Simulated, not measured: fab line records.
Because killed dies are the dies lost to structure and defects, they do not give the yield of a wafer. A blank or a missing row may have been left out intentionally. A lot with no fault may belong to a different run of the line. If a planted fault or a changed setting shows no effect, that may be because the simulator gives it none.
Matching of chambers + flow gf180mcu + GF_V4_CVD_00 on hdpcvd-01 has 3 sister chambers
The step deposits SiO2, target thk 600 nm, time 100 s. 16 wafers are shown with their chamber, then 8 later ones without.

WAFERS WITH THEIR CHAMBER
| wafer  | chamber | susceptor temp C (C) | sih4 flow sccm (sccm) |
|--------|---------|----------------------|-----------------------|
| L573.3 | 1       | 400.01               | 60.12                 |
| L573.4 | 1       | 399.83               | 59.91                 |
| L573.6 | 2       | 399.82               | 59.82                 |
| L575.3 | 1       | 400.36               | 60.09                 |
| L575.5 | 1       | 400.25               | 60.31                 |
| L575.6 | 2       | 400.31               | 60.05                 |
| L585.1 | 0       | 399.56               | 60.22                 |
| L585.3 | 2       | 400.28               | 60.05                 |
| L585.4 | 2       | 399.90               | 60.46                 |
| L584.1 | 0       | 400.14               | 59.92                 |
| L584.2 | 1       | 400.06               | 59.90                 |
| L584.3 | 2       | 399.70               | 59.97                 |
| L587.1 | 0       | 400.14               | 60.17                 |
| L587.5 | 1       | 399.94               | 60.11                 |
| L587.6 | 0       | 400.14               | 59.74                 |
| L588.2 | 0       | 400.17               | 60.06                 |

SIGNATURES (means of the wafers above)
| reading          | chamber 0 | chamber 1 | chamber 2 | scatter within a chamber |
|------------------|-----------|-----------|-----------|--------------------------|
| susceptor temp C | 400.0300  | 400.0750  | 400.0020  | 0.245                    |
| sih4 flow sccm   | 60.0220   | 60.0733   | 60.0700   | 0.195                    |
Rule: for a wafer and a chamber, the distance is found by dividing, reading by reading, the gap between the wafer's reading and the chamber's mean by the reading's scatter, squaring, summing and taking the root. If the next closest chamber is less than 2 further off than the closest, the wafer can't be placed; otherwise it belongs to the closest. How the scatter is found: for the shown wafers, subtract from each reading the mean of its chamber, square and add these, divide the total by (wafers less chambers), then take the root.

WAFERS MISSING THEIR CHAMBER
| wafer  | susceptor temp C (C) | sih4 flow sccm (sccm) |
|--------|----------------------|-----------------------|
| L588.3 | 400.18               | 59.75                 |
| L588.6 | 400.45               | 59.78                 |
| L589.3 | 400.25               | 59.77                 |
| L589.4 | 399.83               | 60.13                 |
| L589.6 | 400.16               | 60.24                 |
| L592.3 | 400.10               | 59.52                 |
| L592.4 | 400.05               | 59.92                 |
| L592.6 | 399.93               | 60.29                 |

WHICH CHAMBER EACH WENT THROUGH
| wafer  | from the rows above          | in truth |
|--------|------------------------------|----------|
| L588.3 | can't be placed: 0 or 1 or 2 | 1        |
| L588.6 | can't be placed: 0 or 1 or 2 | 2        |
| L589.3 | can't be placed: 0 or 1 or 2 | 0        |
| L589.4 | can't be placed: 2 or 0 or 1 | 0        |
| L589.6 | can't be placed: 1 or 2 or 0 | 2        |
| L592.3 | can't be placed: 0 or 1 or 2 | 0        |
| L592.4 | can't be placed: 0 or 1 or 2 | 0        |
| L592.6 | can't be placed: 2 or 1 or 0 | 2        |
Correctly placed: 0 of 8. From these rows, 8 cannot be placed; in 8 the true chamber is one of the candidates. Wrongly placed: 0.
